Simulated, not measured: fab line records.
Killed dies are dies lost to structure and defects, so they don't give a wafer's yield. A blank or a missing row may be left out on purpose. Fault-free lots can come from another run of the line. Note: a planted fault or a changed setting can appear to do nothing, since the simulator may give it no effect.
Code-filled problem report in 8D (eight disciplines) form | flow sky130 | the parts of the form that need people (team, actions taken, sign-off) are left out

1. THE PROBLEM
Wafers free of any fault read 1358 (standard deviation 12) for VT_ADJUST_HVTP_TW at SKY_VT_ADJUST_HVTP_TW_MEAS_11, against a mean of 654 on 6 wafers of 2 lots. Relative to the usual mean, that is a shift of -59 standard deviations.
Earliest sighting: wafer L204.2 on film-metro-01 at day 9 16:55. The record holds 39 wafers of 13 lots with a number at this step. Rule for "out", or "out of limits": more than 4 standard deviations from the usual mean. Any other wafer with a number is counted as sound.

2. WHAT IT IS, AND WHAT IT ISN'T
question                    | is                           | is not
which readings at this step | VT_ADJUST_HVTP_TW            | -
which lots                  | L204, L205                   | L190, L193, L195, L196, L197, L199, L200, L203, L211, L212, L213
which wafers of those lots  | all that have a number       | -
read on which gauges        | film-metro-01, film-metro-03 | film-metro-02
when                        | from day 9 16:55             | up to then (24 sound wafers); but 9 sound wafers of L211, L212, L213 came after

3. SUSPECTS, AND WHAT RULES EACH OUT
Counting: a tool stays on the suspect list if, at a process step up to the reading, it processed all lots that are out and no sound lot following the first of them.
- the gauge at SKY_VT_ADJUST_HVTP_TW_MEAS_11: ruled out. Those wafers that are out were read across 2 gauges (film-metro-01, film-metro-03).
- implanter-01 at SKY_VT_ADJUST_HVTP_IMPLANT_09: kept. It processed each lot that is out, first L204 at day 9 16:41, and no sound lot thereafter; up to then, the last sound lot it processed was L199 at day 8 20:46. Its own readings are out on those wafers: dose-ions-cm2, faraday-current-uA.
After counting, what remains is implanter-01 at SKY_VT_ADJUST_HVTP_IMPLANT_09.

4. THE CAUSE (what the simulator had put in)
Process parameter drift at SKY_VT_ADJUST_HVTP_IMPLANT_09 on implanter-01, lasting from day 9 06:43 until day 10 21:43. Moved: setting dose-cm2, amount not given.
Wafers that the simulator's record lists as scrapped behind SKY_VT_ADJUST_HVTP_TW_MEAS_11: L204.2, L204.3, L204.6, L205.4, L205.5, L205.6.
Counting left only this tool.

5. SEQUENCE OF EFFECTS, ordered by route
Rows list readings where the struck wafers' mean (over those with a number) sits beyond 3 standard deviations from the usual. Scope: only readings with a usual standard deviation given in the record; hours: median across lots of the time from each lot's start at the first step in this table that gives one to its start at this step; sigmas: change in usual standard deviations.
hours | step                          | reading            | usual   | on struck wafers | change   | sigmas
0     | SKY_VT_ADJUST_HVTP_IMPLANT_09 | dose-ions-cm2      | 4.3e+12 | 4.3e+11          | -3.9e+12 | -99 or more
0     | SKY_VT_ADJUST_HVTP_IMPLANT_09 | faraday-current-uA | 24.3    | 2.4              | -21.9    | -45
0     | SKY_VT_ADJUST_HVTP_TW_MEAS_11 | VT_ADJUST_HVTP_TW  | 1358    | 654              | -704     | -59
Process steps it contains:
- SKY_VT_ADJUST_HVTP_IMPLANT_09

6. HOW IT WOULD HAVE BEEN CAUGHT EARLIER
In this record the first reading out of limits at a measuring or inspecting step was taken at day 9 16:55, 10 hours after the fault began at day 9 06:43.
Tool's own readings at SKY_VT_ADJUST_HVTP_IMPLANT_09, dose-ions-cm2, faraday-current-uA: out on all struck wafers the step has rows for; an alarm limit on them would have tripped on the first.
Of the lots that are out (2), L205 began SKY_VT_ADJUST_HVTP_IMPLANT_09 on implanter-01 after day 9 16:55. It would have been spared by a hold on the tool at that moment.
